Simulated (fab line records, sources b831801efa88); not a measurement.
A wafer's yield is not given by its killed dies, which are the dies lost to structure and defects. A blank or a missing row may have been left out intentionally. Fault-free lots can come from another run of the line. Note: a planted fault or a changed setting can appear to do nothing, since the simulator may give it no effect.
Matching of chambers :: flow gf180mcu :: 4 sister chambers for GF_CONTACT_CMP_27 on cmp-01
The step polishes, stops on SiO2, t overpolish 15 s, target thk 0 nm. 4 wafers are shown with their chamber, then 8 later ones without.

## EACH WAFER AND ITS CHAMBER
wafer: L609.4
chamber: 3
motor current A (A): 10.8

wafer: L610.3
chamber: 0
motor current A (A): 11.5

wafer: L610.5
chamber: 1
motor current A (A): 9.9

wafer: L611.2
chamber: 2
motor current A (A): 11.4

## WAFERS WITH NO CHAMBER GIVEN
wafer: L611.5
motor current A (A): 11.6

wafer: L611.6
motor current A (A): 10.9

wafer: L613.1
motor current A (A): 11.0

wafer: L613.2
motor current A (A): 10.9

wafer: L613.3
motor current A (A): 12.5

wafer: L614.1
motor current A (A): 11.2

wafer: L614.2
motor current A (A): 12.2

wafer: L614.3
motor current A (A): 9.6

## WHICH CHAMBER EACH ONE RAN IN
wafer: L611.5
from the rows above: can't be placed: 0 or 2 or 3
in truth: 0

wafer: L611.6
from the rows above: can't be placed: 3 or 2 or 0 or 1
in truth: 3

wafer: L613.1
from the rows above: can't be placed: 3 or 2 or 0 or 1
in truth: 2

wafer: L613.2
from the rows above: can't be placed: 3 or 2 or 0 or 1
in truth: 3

wafer: L613.3
from the rows above: can't be placed: 0 or 2 or 3
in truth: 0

wafer: L614.1
from the rows above: can't be placed: 2 or 0 or 3
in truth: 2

wafer: L614.2
from the rows above: can't be placed: 0 or 2 or 3
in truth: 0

wafer: L614.3
from the rows above: can't be placed: 1 or 3
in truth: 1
Placed correctly: 0 of 8. From these rows, 8 cannot be placed; in 8 the true chamber is one of the candidates. Number placed wrongly: 0.
How it was worked out, from the rows above alone: a wafer's distance from a chamber is the root of the sum, over the readings, of the square of ((its reading less the chamber's mean) divided by the reading's scatter). The wafer belongs to the nearest chamber; if the next one is less than 2 further off, it can't be placed. For every chamber, the mean is computed from those of its wafers that are shown. The scatter: root of mean squared gap, hidden wafer to nearest shown wafer, with one shown wafer a chamber.
